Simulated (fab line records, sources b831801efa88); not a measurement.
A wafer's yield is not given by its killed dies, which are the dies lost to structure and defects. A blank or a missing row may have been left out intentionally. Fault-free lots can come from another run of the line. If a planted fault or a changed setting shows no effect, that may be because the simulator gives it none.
Matching of chambers -- flow sky130 -- 4 sister chambers for SKY_CONTACT_ETCH_16 on rie_diel-03
The step etches BARC in N2/H2, stops on SiO2, time 45.9 s, target depth 60 nm. 16 wafers are shown with their chamber, then 8 later ones without.

== EACH WAFER AND ITS CHAMBER ==
wafer,chamber,throttle_valve_pct (%),oes_product_au (a.u.)
L074.1,0,13.215,0.851
L074.2,3,13.227,0.857
L074.5,2,13.219,0.858
L075.1,3,13.213,0.852
L075.3,0,13.234,0.859
L075.6,3,13.232,0.847
L077.2,3,13.229,0.854
L077.5,3,13.241,0.852
L077.6,2,13.209,0.855
L084.1,0,13.208,0.864
L084.3,1,13.215,0.862
L084.5,1,13.236,0.852
L085.1,3,13.238,0.857
L085.3,1,13.233,0.866
L085.6,3,13.213,0.858
L089.1,0,13.217,0.854

SIGNATURES, as means of the wafers listed above
reading,chamber 0,chamber 1,chamber 2,chamber 3,scatter within a chamber
throttle_valve_pct,13.21850,13.22800,13.21400,13.22757,0.0108
oes_product_au,0.85700,0.86000,0.85650,0.85386,0.00498
Rule: distance of a wafer from a chamber = root of the sum over the readings of ((wafer's reading minus chamber's mean) / reading's scatter) squared. The wafer belongs to the nearest chamber; if the next one is less than 2 further off, it can't be placed. The scatter: the root of (the sum of the squares of (reading less its chamber's mean) over the shown wafers, divided by (wafers less chambers)).

== WAFERS WHOSE CHAMBER IS MISSING ==
wafer,throttle_valve_pct (%),oes_product_au (a.u.)
L089.3,13.242,0.850
L089.6,13.232,0.862
L092.1,13.232,0.854
L092.4,13.224,0.856
L092.6,13.226,0.855
L096.1,13.223,0.851
L096.2,13.212,0.850
L096.6,13.220,0.853

== WHICH CHAMBER EACH ONE RAN IN ==
wafer,from the rows above,in truth
L089.3,can't be placed: 3 or 1 or 0 or 2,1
L089.6,can't be placed: 1 or 0 or 3 or 2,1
L092.1,can't be placed: 3 or 1 or 0 or 2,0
L092.4,can't be placed: 3 or 0 or 1 or 2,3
L092.6,can't be placed: 3 or 0 or 1 or 2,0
L096.1,can't be placed: 3 or 0 or 2 or 1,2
L096.2,can't be placed: 2 or 0 or 3 or 1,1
L096.6,can't be placed: 3 or 0 or 2 or 1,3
Correctly placed: 0 of 8. These rows do not allow placing 8 (true chamber among the candidates in 8). Number placed wrongly: 0.
